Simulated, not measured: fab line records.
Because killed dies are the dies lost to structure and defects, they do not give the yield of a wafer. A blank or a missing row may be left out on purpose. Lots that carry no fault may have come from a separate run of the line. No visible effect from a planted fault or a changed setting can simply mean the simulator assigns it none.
A struck lot beside a sound one -- flow sky130 -- 43 out of 708 route steps
Sound: the wafers L424.1, L424.2, L424.5. Struck: wafer L434.1. (L434.2, L434.4 of the same lot were not struck and are left out.) The cause comes at the end.
Each step with rows lists, per side, the tool, then ch with its chambers, then its first start. Under that, the readings that differ: sound wafers -- struck wafers -- difference of the means -- sigmas: that difference in standard deviations of wafers without a fault.
alike: same words and numbers on both sides, and readings whose means sit less than 2 such deviations apart. not compared: any withheld reading, any reading some wafer has no value for, any bound like >300 that may hide the same value, and any number with overlapping values for which the record gives no deviation.
The two part at a step that has a row with sigmas, a row that says differs or no value, or rows on one side only. When numbers do not overlap yet have no deviation, they are printed without sigmas and do not part them. A reading that every wafer of one side lacks parts them only if that side has two wafers or more.

SKY_METAL5_SPUTTER_03: material Ti, target thk 5 nm, time 3.3 s.
  struck on pvd_sputter-01, day 46 08:35; sound on pvd_sputter-02, day 44 21:35
  alike: throttle_valve_pct
then, 1 step without rows for these wafers: SKY_METAL5_SPUTTER_04 (material TiN, target thk 70 nm, time 58.3 s).
SKY_METAL5_RS_MEAS_05: a four-point-probe measurement.
  struck on film_metro-03, day 46 08:40; sound on film_metro-02, day 44 21:40
reading,sound,struck,difference,sigmas
METAL5_ALCU_RS (ohm/sq),0.02722 0.0271 0.02741,0.02673,-0.00051,-3
SKY_METAL5_THK_MEAS_06: measures by xrf.
  struck on film_metro-03, day 46 08:47; sound on film_metro-02, day 44 21:47
reading,sound,struck,difference,sigmas
METAL5_ALCU_THK (nm),1151 1148 1141,1189,+42,+4
then, 8 steps without rows for these wafers: SKY_METAL5_DEHYDRATE_07 (time 60 s); SKY_METAL5_HMDS_08 (prime time 60 s); SKY_METAL5_COAT_09 (resist thk 1800 nm); SKY_METAL5_SOFTBAKE_10 (time 60 s); SKY_METAL5_EXPOSE_11 (exposes mask MM5, target cd 1600 nm); SKY_METAL5_PEB_12; SKY_METAL5_DEVELOP_13 (develop time 60 s); SKY_METAL5_DESCUM_14 (chemistry O2, time 11 s).
SKY_METAL5_METAL_ETCH_15: etches the open film in Cl2/BCl3, stops on SiO2, target depth 1260 nm, time 252 s.
  sound on rie_metal-03 ch 0,1, day 45 18:47; struck on rie_metal-03 ch 1, day 47 04:01
  alike: drypump_motor_current_A, oes_product_au, throttle_valve_pct
  not compared: rf_hours_counter_h
then, 5 steps without rows for these wafers: SKY_METAL5_STRIP_16 (strips in O2/N2); SKY_METAL5_STRIP_17 (strips in post etch residue remover, time 1200 s); SKY_METAL5_CLEAN_18 (cleans in IPA, time 180 s); SKY_METAL5_CLEAN_19 (cleans in O3/DIW); SKY_PASSIVATION_CVD_00 (deposits SiO2, target thk 90 nm).
SKY_PASSIVATION_THK_MEAS_01:
  struck on film_metro-01, day 47 04:52; sound on film_metro-03, day 45 19:39
  alike: PASSIVATION_CVD_00_THK
SKY_PASSIVATION_CVD_02: deposits Si3N4, target thk 540 nm.
  sound on pecvd-02 ch 0,1,2, day 45 19:43; struck on pecvd-04 ch 2, day 47 04:56
reading,sound,struck,difference,sigmas
heater_power_w (W),600 637 622,819,+199,+2
SKY_PASSIVATION_THK_MEAS_03:
  struck on film_metro-03, day 47 05:10; sound on film_metro-01, day 45 19:56
  alike: PASSIVATION_CVD_02_THK
then, 7 steps without rows for these wafers: SKY_PASSIVATION_DEHYDRATE_04 (time 60 s); SKY_PASSIVATION_HMDS_05 (prime time 60 s); SKY_PASSIVATION_COAT_06 (resist thk 3000 nm); SKY_PASSIVATION_SOFTBAKE_07; SKY_PASSIVATION_EXPOSE_08 (exposes mask NSM, target cd 3000 nm); SKY_PASSIVATION_PEB_09; SKY_PASSIVATION_DEVELOP_10 (develop time 60 s).
SKY_PASSIVATION_ETCH_11: etches the open film in CF4/O2, stops on AlCu, target depth 725 nm, time 161.1 s.
  sound on rie_diel-03 ch 0,1,3, day 46 16:36; struck on rie_diel-04 ch 0, day 48 01:30
  alike: drypump_motor_current_A, oes_product_au, throttle_valve_pct
  not compared: rf_hours_counter_h
SKY_PASSIVATION_STRIP_12: strips in O2/N2.
  sound on plasma_asher-04 ch 0,1, day 46 16:43; struck on plasma_asher-04 ch 1, day 48 01:37
reading,sound,struck,difference,sigmas
strip_time_to_endpoint_s (s),31.57 31.58 31.66,31.34,-0.26,-2
  alike: drypump_motor_current_A, o2_flow_sccm, oes_product_au
  not compared: rf_hours_counter_h
then, 8 steps without rows for these wafers: SKY_PAD_OPEN_DEHYDRATE_00 (time 60 s); SKY_PAD_OPEN_HMDS_01 (prime time 60 s); SKY_PAD_OPEN_COAT_02 (resist thk 3000 nm); SKY_PAD_OPEN_SOFTBAKE_03; SKY_PAD_OPEN_EXPOSE_04 (exposes mask PDM, target cd 60000 nm); SKY_PAD_OPEN_PEB_05; SKY_PAD_OPEN_DEVELOP_06 (develop time 60 s); SKY_PAD_OPEN_ETCH_07 (etches the open film in CF4/O2, stops on AlCu, target depth 725 nm, time 161.1 s).
SKY_PAD_OPEN_STRIP_08: strips in O2/N2.
  sound on plasma_asher-03 ch 0,1, day 47 12:36; struck on plasma_asher-03 ch 1, day 48 20:27
  alike: drypump_motor_current_A, o2_flow_sccm, oes_product_au
  not compared: rf_hours_counter_h
then, 3 steps without rows for these wafers: SKY_PAD_OPEN_STRIP_09 (strips in post etch residue remover, time 1200 s); SKY_PAD_OPEN_CLEAN_10 (cleans in IPA, time 180 s); SKY_PAD_OPEN_CLEAN_11 (cleans in O3/DIW).
SKY_PAD_OPEN_PROBE_99:
  struck on prober-02, day 48 22:40; sound on prober-01, day 47 14:51
reading,sound,struck,difference,sigmas
defect_limited_yield (%),83.5 82.9 83.7,73.2,-10.2,-5
killed_at_M4_up,2 2 7,39,+35,+19
killed_at_front_end,15 19 17,28,+11,+2
killed_dies,81 84 80,132,+50,+5
sort_bin_3_pad_short (%),0.8 1.4 1.0,2.8,+1.7,+4
sort_bin_5_function (%),9.1 8.9 10.0,17.3,+8.0,+6
sort_n_pass,411 408 412,360,-50,-5
sort_yield_pct (%),83.5 82.9 83.7,73.2,-10.2,-5
model.etest.tester.sort_n_pass,411 408 412,360,-50,
model.etest.tester.sort_yield_pct (%),83.54 82.93 83.74,73.17,-10.23,
model.etest.tester.sort_bin_5_pct (%),9.146 8.943 9.959,17.28,+7.93,
model.etest.tester.sort_bin_3_pct (%),0.813 1.423 1.016,2.846,+1.762,
  alike: killed_at_M0_to_M3, killed_at_contacts, killed_at_other, killed_open, killed_short, sort_bin_6_memory

WHERE THEY PART
Earliest at SKY_METAL5_RS_MEAS_05; latest, in this record, at SKY_PAD_OPEN_PROBE_99.

WHY: what the simulator had put in
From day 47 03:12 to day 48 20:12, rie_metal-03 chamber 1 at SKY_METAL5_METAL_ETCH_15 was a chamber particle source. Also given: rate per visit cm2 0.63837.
